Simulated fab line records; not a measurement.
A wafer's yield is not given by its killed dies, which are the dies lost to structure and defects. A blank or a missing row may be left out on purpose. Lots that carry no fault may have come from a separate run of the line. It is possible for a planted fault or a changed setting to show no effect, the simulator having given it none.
Chamber matching / flow gf180mcu / rie diel-03 running GF_M5_ETCH_09: 4 sister chambers
The step etches Si3N4 in CF4/O2, target depth 52 nm, time 11.6 s. 4 wafers are shown with their chamber, then 10 later ones without.

## WAFERS WITH THEIR CHAMBER
wafer=L083.2; chamber=1; drypump motor current A (A)=5.6
wafer=L089.5; chamber=2; drypump motor current A (A)=5.9
wafer=L090.1; chamber=3; drypump motor current A (A)=6.4
wafer=L090.2; chamber=0; drypump motor current A (A)=6.2

## WAFERS MISSING THEIR CHAMBER
wafer=L090.5; drypump motor current A (A)=6.2
wafer=L092.2; drypump motor current A (A)=5.8
wafer=L092.3; drypump motor current A (A)=5.6
wafer=L092.6; drypump motor current A (A)=5.6
wafer=L094.3; drypump motor current A (A)=5.6
wafer=L094.5; drypump motor current A (A)=6.2
wafer=L094.6; drypump motor current A (A)=6.4
wafer=L096.2; drypump motor current A (A)=5.6
wafer=L096.3; drypump motor current A (A)=5.8
wafer=L096.6; drypump motor current A (A)=5.8

## EACH ONE'S CHAMBER
wafer=L090.5; from the rows above=0; in truth=0
wafer=L092.2; from the rows above=can't be placed: 2 or 1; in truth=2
wafer=L092.3; from the rows above=1; in truth=1
wafer=L092.6; from the rows above=1; in truth=1
wafer=L094.3; from the rows above=1; in truth=1
wafer=L094.5; from the rows above=0; in truth=0
wafer=L094.6; from the rows above=3; in truth=3
wafer=L096.2; from the rows above=1; in truth=1
wafer=L096.3; from the rows above=can't be placed: 2 or 1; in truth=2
wafer=L096.6; from the rows above=can't be placed: 2 or 1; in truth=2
7 of 10 placed correctly. Unplaceable from these rows: 3, with the true chamber sitting among the candidates in 3. Number placed wrongly: 0.
How it was worked out, from the rows above alone: a wafer's distance from a chamber is the root of the sum, over the readings, of the square of ((its reading less the chamber's mean) divided by the reading's scatter). The wafer belongs to the nearest chamber; if the next one is less than 2 further off, it can't be placed. Each chamber's mean is taken over the wafers shown for it. The scatter: with one shown wafer a chamber, the root of the mean of the squares of how far each hidden wafer lies from its nearest shown one.
